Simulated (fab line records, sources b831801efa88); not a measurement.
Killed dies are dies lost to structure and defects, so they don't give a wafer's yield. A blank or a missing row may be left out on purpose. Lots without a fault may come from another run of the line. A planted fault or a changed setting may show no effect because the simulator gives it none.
One fault seen from 2 desks | flow sky130 | each desk has only its own numbers; what lay behind them comes last

THE TOOL OWNER'S DESK: implanter-02
The tool's own readings at SKY_LDD_HVN_IMPLANT_08: means of the sampled wafers that have a number, for each lot that ran on this tool. A lot is out of limits, marked OUT, if its mean lies more than 4 standard deviations from the usual mean; the brackets give that distance.
Columns: A = beam_energy_keV at SKY_LDD_HVN_IMPLANT_08, usual 59.997; B = tilt_deg at SKY_LDD_HVN_IMPLANT_08, usual 39.999 degrees
lot  | first seen here | A                        | B
L787 | day 21 23:55    | 59.999                   | 40.017
L788 | day 22 13:11    | 77.565 (+99 or more) OUT | 39.975
L789 | day 23 03:23    | 77.554 (+99 or more) OUT | 39.992
L797 | day 25 19:29    | 60.008                   | 40.011
L800 | day 26 19:59    | 60.001                   | 40.009
L801 | day 27 08:18    | 60.005                   | 39.989
L805 | day 28 11:03    | 59.982                   | 39.984
This desk's finding: out of limits on L788, L789; first on L788, day 22 13:11 (beam_energy_keV at SKY_LDD_HVN_IMPLANT_08). In limits: L787, L797, L800, L801, L805.

THE METROLOGY DESK
What the gauges read, lot by lot, whatever tool the lot ran on: means of the sampled wafers that have a number. A lot is out of limits, marked OUT, if its mean lies more than 4 standard deviations from the usual mean; the brackets give that distance.
Columns: A = POLY_GATE_OXIDATION_THK at SKY_POLY_GATE_THK_MEAS_21, usual 4.00 nm; B = LDD_HVN_TW at SKY_LDD_HVN_TW_MEAS_10, usual 1441
lot  | first seen here | A    | B
L784 | day 17 05:11    | 4.04 | 1434
L787 | day 18 01:11    | 3.96 | 1444
L788 | day 18 15:44    | 4.04 | 1549 (+13) OUT
L789 | day 19 06:18    | 4.04 | 1541 (+12) OUT
L797 | day 21 23:02    | 3.96 | 1454
L799 | day 22 15:11    | 4.12 | 1439
L800 | day 23 00:44    | 3.78 | 1432
L801 | day 23 12:45    | 3.98 | 1448
L803 | day 23 18:59    | 3.91 | 1442
L804 | day 24 11:55    | 4.01 | 1436
L805 | day 24 17:35    | 4.03 | 1441
This desk's finding: out of limits on L788, L789; first on L788, day 22 13:25 (LDD_HVN_TW at SKY_LDD_HVN_TW_MEAS_10). In limits: L784, L787, L797, L799, L800, L801, L803, L804, L805.

PUT TOGETHER
The tool owner's desk could have raised an alarm at day 22 13:11, on L788, L789.
The metrology desk could have raised an alarm at day 22 13:25, on L788, L789.
Of the lots named, all ran SKY_LDD_HVN_IMPLANT_08 on implanter-02.

WHAT THE SIMULATOR HAD PUT IN
Process parameter drift: implanter-02, from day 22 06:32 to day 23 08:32, at SKY_LDD_HVN_IMPLANT_08. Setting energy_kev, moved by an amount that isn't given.
Lots struck among those shown: L788, L789.
Hours from the fault's start to each desk's first reading out of limits: the tool owner's desk, 7; the metrology desk, 7.
